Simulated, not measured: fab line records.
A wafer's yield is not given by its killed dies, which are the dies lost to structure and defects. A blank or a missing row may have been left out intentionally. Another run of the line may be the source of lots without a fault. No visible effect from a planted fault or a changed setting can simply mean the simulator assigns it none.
Matching of chambers | flow sky130 | rieSi-01 running SKY_POLY_GATE_ETCH_17: 4 sister chambers
The step etches poly-Si in HBr/Cl2, stops on SiO2, target depth 180 nm, time 70.5 s. 4 wafers are shown with their chamber, then 8 later ones without.

## EACH WAFER AND ITS CHAMBER
wafer  | chamber | drypumpMotorCurrentA (A)
L475.5 | 1       | 4.8
L476.4 | 0       | 6.0
L476.6 | 2       | 6.2
L480.1 | 3       | 5.4

## WAFERS WHOSE CHAMBER IS MISSING
wafer  | drypumpMotorCurrentA (A)
L480.4 | 4.7
L480.6 | 4.7
L486.2 | 4.7
L486.3 | 5.9
L486.4 | 6.2
L488.2 | 6.2
L488.3 | 4.7
L488.5 | 5.5

## THE CHAMBER EACH PASSED THROUGH
wafer  | from the rows above | in truth
L480.4 | 1                   | 1
L480.6 | 1                   | 1
L486.2 | 1                   | 1
L486.3 | 0                   | 0
L486.4 | 2                   | 2
L488.2 | 2                   | 2
L488.3 | 1                   | 1
L488.5 | 3                   | 3
8 of 8 placed correctly. Number that these rows cannot place: 0. 0 placed wrongly.
How it was worked out, from the rows above alone: a wafer's distance from a chamber is the root of the sum, over the readings, of the square of ((its reading less the chamber's mean) divided by the reading's scatter). If the next closest chamber is less than 2 further off than the closest, the wafer can't be placed; otherwise it belongs to the closest. Each chamber's mean is taken over the wafers shown for it. The scatter (one wafer shown for each chamber): square how far every hidden wafer sits from the nearest shown wafer, average those squares and take the square root.
